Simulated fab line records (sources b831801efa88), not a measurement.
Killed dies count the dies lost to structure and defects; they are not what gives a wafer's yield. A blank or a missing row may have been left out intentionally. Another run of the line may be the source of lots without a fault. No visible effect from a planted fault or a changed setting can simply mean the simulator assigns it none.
Struck lot and sound lot, side by side	flow sky130	16 steps out of a route of 708
Sound: wafers L213.2, L213.4, L213.6. Struck: wafer L225.4 (left out: L225.1, L225.3 of the same lot, which were not struck); the cause appears at the end.
At each step with rows: each side's tool, then ch and its chambers, then its first start. Under that, the readings that differ: sound wafers	struck wafers	difference of the means	sigmas: that difference in standard deviations of wafers without a fault.
alike: readings with means less than 2 such deviations apart, plus words and numbers identical on both sides. not compared: withheld readings, readings lacking a value on some wafer, bounds such as >300 that could conceal the same value, and numbers that have no deviation in the record and whose values overlap.
A row with sigmas, a row that says differs or no value, or rows on one side alone: a step with any of these is where the two part. Non-overlapping numbers with no deviation appear without sigmas and do not part them. Lack of a reading on every wafer of one side parts them only where that side has two or more wafers.

first, 1 step without rows for these wafers: SKY_VT_ADJUST_NCORE_DEVELOP_06 (develop time 60 s).
SKY_VT_ADJUST_NCORE_CD_MEAS_07 targets a cd of 380 nm.
  sound: cd sem-02 at day 9 16:47; struck: cd sem-01 at day 12 19:07
  alike: cd nm
SKY_VT_ADJUST_NCORE_OVL_MEAS_08:
  sound: overlay-02 at day 9 16:53; struck: overlay-02 at day 12 19:14
reading	sound	struck	difference	sigmas
VT_ADJUST_NCORE_OVL (nm)	1.7 0.8 1.5	-2.4	-3.7	-2
following that, these wafers have no rows for 1 step: SKY_VT_ADJUST_NCORE_IMPLANT_09.
SKY_VT_ADJUST_NCORE_STRIP_10: strips in O2/N2.
  sound on plasma asher-02 ch 0,1, day 9 17:04; struck on plasma asher-02 ch 0, day 12 19:25
reading	sound	struck	difference	sigmas
o2 flow sccm (sccm)	3006 2989 2999	3021	+23	+3
  alike: drypump motor current A, oes product au, strip time to endpoint s
  not compared: rf hours counter h
SKY_VT_ADJUST_NCORE_TW_MEAS_11:
  sound: film metro-03 at day 9 17:11; struck: film metro-02 at day 12 19:31
  alike: VT_ADJUST_NCORE_TW
then, 6 steps without rows for these wafers: SKY_VT_ADJUST_HVTR_DEHYDRATE_00 (time 60 s); SKY_VT_ADJUST_HVTR_HMDS_01 (prime time 60 s); SKY_VT_ADJUST_HVTR_COAT_02 (resist thk 1140 nm); SKY_VT_ADJUST_HVTR_SOFTBAKE_03 (time 60 s); SKY_VT_ADJUST_HVTR_EXPOSE_04 (exposes mask HVTRM, target cd 380 nm); SKY_VT_ADJUST_HVTR_PEB_05.
SKY_VT_ADJUST_HVTR_DEVELOP_06: develop time 60 s.
  sound on litho track-01 ch 0, day 10 14:54; struck on litho track-03 ch 0, day 13 19:17
SKY_VT_ADJUST_HVTR_CD_MEAS_07 targets a cd of 380 nm.
  sound: cd sem-01 at day 10 15:03; struck: cd sem-02 at day 13 19:26
reading	sound	struck	difference	sigmas
cd nm (nm)	379.9 378.5 377.1	388.9	+10.4	+5
SKY_VT_ADJUST_HVTR_OVL_MEAS_08:
  sound: overlay-01 at day 10 15:09; struck: overlay-02 at day 13 19:34
  alike: VT_ADJUST_HVTR_OVL
-- a jump in the record: the struck wafers' starts before and after are 35 days apart (it breaks off in module VT_ADJUST_HVTR and resumes in module PAD_OPEN, where the first step shown is number 708 of the route) --
SKY_PAD_OPEN_PROBE_99:
  sound: prober-02 at day 46 18:43; struck: prober-02 at day 49 06:25
reading	sound	struck	difference	sigmas
killed_at_M4_up	2 4 2	7	+4	+2
killed dies	72 88 73	100	+22	+2
killed short	37 43 39	54	+14	+2
  alike: killed_at_M0_to_M3, killed at contacts, killed at front end, killed at other, killed open

== WHERE THEY PART ==
At SKY_VT_ADJUST_NCORE_OVL_MEAS_08 first; at SKY_PAD_OPEN_PROBE_99 last (within this record only).

WHY: the cause the simulator had injected
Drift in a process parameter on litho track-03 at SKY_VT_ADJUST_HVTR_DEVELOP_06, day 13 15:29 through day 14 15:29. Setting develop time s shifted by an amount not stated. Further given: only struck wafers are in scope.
